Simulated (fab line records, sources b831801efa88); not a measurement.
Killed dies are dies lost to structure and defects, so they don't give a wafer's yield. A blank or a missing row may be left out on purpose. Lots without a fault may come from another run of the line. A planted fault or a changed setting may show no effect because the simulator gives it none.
A struck lot beside a sound one | flow gf180mcu | 18 steps out of a route of 602
Sound: wafers L777.1, L777.4, L777.5. Struck: wafers L781.2, L781.3, L781.5. The cause comes at the end.
At each step with rows: each side's tool, then ch and its chambers, then its first start. Under that, the readings that differ: sound wafers | struck wafers | difference of the means | sigmas: that difference in standard deviations of wafers without a fault.
alike: readings whose means differ by less than 2 such deviations, and words and numbers that are the same on both sides. not compared: withheld readings, readings that some wafer has no value for, bounds like >300 that may hide the same value, and numbers for which the record gives no deviation and whose values overlap.
The two part at a step that has a row with sigmas, a row that says differs or no value, or rows on one side only. Numbers that don't overlap but have no deviation are shown without sigmas and don't part them. A reading that every wafer of one side lacks parts them only if that side has two wafers or more.

GF_CONTACT_STRIP_18: strips in O2/N2.
  sound on plasma_asher-02 ch 0,1, day 17 05:07; struck on plasma_asher-02 ch 0, day 18 19:40
  alike: drypump_motor_current_A, heater_power_w, oes_product_au
  not compared: rf_hours_counter_h
then, 4 steps without rows for these wafers: GF_CONTACT_CLEAN_19 (cleans in SPM); GF_CONTACT_CLEAN_20 (cleans in DIW); GF_CONTACT_CLEAN_21 (cleans in dHF, time 20 s); GF_CONTACT_SPUTTER_22 (material Ti, target thk 15 nm, time 80.02 s).
GF_CONTACT_SPUTTER_23: material TiN, target thk 10 nm, time 40 s.
  sound on pvd_sputter-02, day 17 05:29; struck on pvd_sputter-04, day 18 20:02
  alike: cathode_dc_power_W, chamber_pressure_pa, throttle_valve_pct
then, 1 step without rows for these wafers: GF_CONTACT_CVD_24 (deposits W, target thk 300 nm, time 90.339 s).
GF_CONTACT_RS_MEAS_25: measures by four-point-probe.
  sound on film_metro-03, day 17 05:37; struck on film_metro-04, day 18 20:11
  alike: CONTACT_W_RS
GF_CONTACT_THK_MEAS_26: measures by xrf.
  sound on film_metro-03, day 17 05:44; struck on film_metro-04, day 18 20:18
  alike: CONTACT_W_THK
then, 1 step without rows for these wafers: GF_CONTACT_CMP_27 (polishes, stops on SiO2, t overpolish 15 s, target thk 0 nm).
GF_M1_SPUTTER_00: material Ti, target thk 37.5 nm, time 150 s.
  sound on pvd_sputter-03, day 17 06:06; struck on pvd_sputter-03, day 18 20:39
  alike: cathode_dc_power_W, chamber_pressure_pa, throttle_valve_pct
GF_M1_SPUTTER_01: material TiN, target thk 30 nm, time 25 s.
  sound on pvd_sputter-03, day 17 06:12; struck on pvd_sputter-03, day 18 20:45
  alike: cathode_dc_power_W, chamber_pressure_pa, throttle_valve_pct
GF_M1_SPUTTER_02: material AlCu, target thk 450 nm, time 23.9 s.
  sound on pvd_sputter-03, day 17 06:14; struck on pvd_sputter-03, day 18 20:47
  no value came back on the struck wafers for cathode_dc_power_W (W), chamber_pressure_pa (Pa), throttle_valve_pct (%); on the sound wafers cathode_dc_power_W (W) reads 10600 10601 10598
then, 1 step without rows for these wafers: GF_M1_SPUTTER_03 (material Ti, target thk 10 nm, time 6.7 s).
GF_M1_SPUTTER_04: material TiN, target thk 50 nm, time 41.7 s.
  sound on pvd_sputter-03, day 17 06:17; struck on pvd_sputter-03, day 18 20:50
  alike: cathode_dc_power_W, chamber_pressure_pa, throttle_valve_pct
GF_M1_RS_MEAS_05: measures by four-point-probe.
  sound on film_metro-02, day 17 06:19; struck on film_metro-02, day 18 20:53
  reading             | sound                | struck               | difference | sigmas
  M1_ALCU_RS (ohm/sq) | 0.0698 0.0694 0.0702 | 7.1515 7.1391 7.1017 | +7.0610    | +99 or more
GF_M1_THK_MEAS_06: measures by xrf.
  sound on film_metro-02, day 17 06:26; struck on film_metro-02, day 18 21:00
  reading          | sound       | struck   | difference | sigmas
  M1_ALCU_THK (nm) | 447 451 443 | <0 <0 <0 | differs    |
then, 1 step without rows for these wafers: GF_M1_DEHYDRATE_07 (time 60 s).

WHERE THEY PART
First at GF_M1_SPUTTER_02; last, within this record, at GF_M1_THK_MEAS_06.

WHY: what the simulator had put in
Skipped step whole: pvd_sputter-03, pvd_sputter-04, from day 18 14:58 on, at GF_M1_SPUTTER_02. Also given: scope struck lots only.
